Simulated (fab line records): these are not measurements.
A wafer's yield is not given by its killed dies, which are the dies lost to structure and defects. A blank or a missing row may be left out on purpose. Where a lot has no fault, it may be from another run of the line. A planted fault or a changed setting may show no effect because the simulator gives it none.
8D (eight disciplines) problem report, filled in by code    flow sky130    the parts of the form that need people (team, actions taken, sign-off) are left out

1. WHAT IS WRONG
Wafers without a fault read 15, standard deviation 4.6; killedAtFrontEnd at SKY_PAD_OPEN_PROBE_99 reads a mean of 224 on 6 wafers belonging to 2 lots. Relative to the usual mean, that is a shift of +45 standard deviations.
Seen first at day 48 19:13 on prober-02, wafer L431.1. Wafers with a number at this step in the record: 9, from 3 lots. Rule for "out", or "out of limits": more than 4 standard deviations from the usual mean. The rest of the wafers with a number are treated as sound.

2. WHAT THIS IS AND IS NOT
question                     is                                         is not
which readings at this step  killedAtFrontEnd, killedDies, killedOnRim  killed_at_M4_up, killedAtOther
which lots                   L431, L432                                 L439
which wafers of those lots   all that have a number                     -
read on which tools          prober-01, prober-02                       -
when                         from day 48 19:13                          up to then (0 sound wafers); but 3 sound wafers of L439 came after

3. SUSPECTS, AND WHAT RULES EACH OUT
Counting: any tool at a process step up to the reading is kept as a suspect provided that every lot that is out went through it and no sound lot did after the first of them.
- rieDiel-04 at SKY_POLY_GATE_ETCH_15 (etches BARC in N2/H2, stops on SiO2, time 118.5 s, target depth 110 nm): kept. It ran every lot that is out, first L431 (day 21 00:05), and no sound lot after that.
- rieDiel-04 at SKY_POLY_GATE_ETCH_16 (etches Si3N4 in CH3F/O2, stops on poly-Si, time 147.5 s, target depth 75 nm): kept. It ran every lot that is out, first L431 (day 21 00:10), and no sound lot after that.
- furnace-02 at SKY_POLY_GATE_OXIDATION_20 (stabilise 600 s, purge 300 s, target thk 4 nm): kept. It ran every lot that is out, first L431 (day 21 00:51), and no sound lot after that.
Still standing after the count: rieDiel-04 at SKY_POLY_GATE_ETCH_15, rieDiel-04 at SKY_POLY_GATE_ETCH_16, furnace-02 at SKY_POLY_GATE_OXIDATION_20.

4. THE CAUSE (what the simulator had put in)
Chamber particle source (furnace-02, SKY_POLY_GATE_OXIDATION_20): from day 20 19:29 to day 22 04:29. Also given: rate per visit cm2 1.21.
This tool is one of the 3 suspects left after counting.

5. SEQUENCE OF EFFECTS, ordered by route
Each row: a reading where the mean over the struck wafers with a number is more than 3 standard deviations away from the usual. Readings are gone through only where the record gives a usual standard deviation; hours: the median, over the lots, of the time from a lot's start at the first step in this table giving one to that lot's start at this step; sigmas: the change measured in usual standard deviations.
hours  step                   reading           usual  on struck wafers  change  sigmas
0      SKY_PAD_OPEN_PROBE_99  killedAtFrontEnd  15     224               +209    +45
0      SKY_PAD_OPEN_PROBE_99  killedDies        85     282               +196    +20
0      SKY_PAD_OPEN_PROBE_99  killedOnRim       17     53                +36     +9.6
Its process steps:
- SKY_PAD_OPEN_PROBE_99

6. HOW IT WOULD HAVE BEEN CAUGHT EARLIER
672 hours passed between the start of the fault at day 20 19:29 and the first reading out of limits in this record, taken at day 48 19:13.
An alarm limit of 4 standard deviations would not have fired on the tool readings at SKY_POLY_GATE_OXIDATION_20 for which the record gives a usual standard deviation, since none of them was out on any struck wafer.
All the lots that are out (2) had begun SKY_POLY_GATE_OXIDATION_20 on furnace-02 by day 48 19:13. Tool hold at that time: it would have spared none of them.
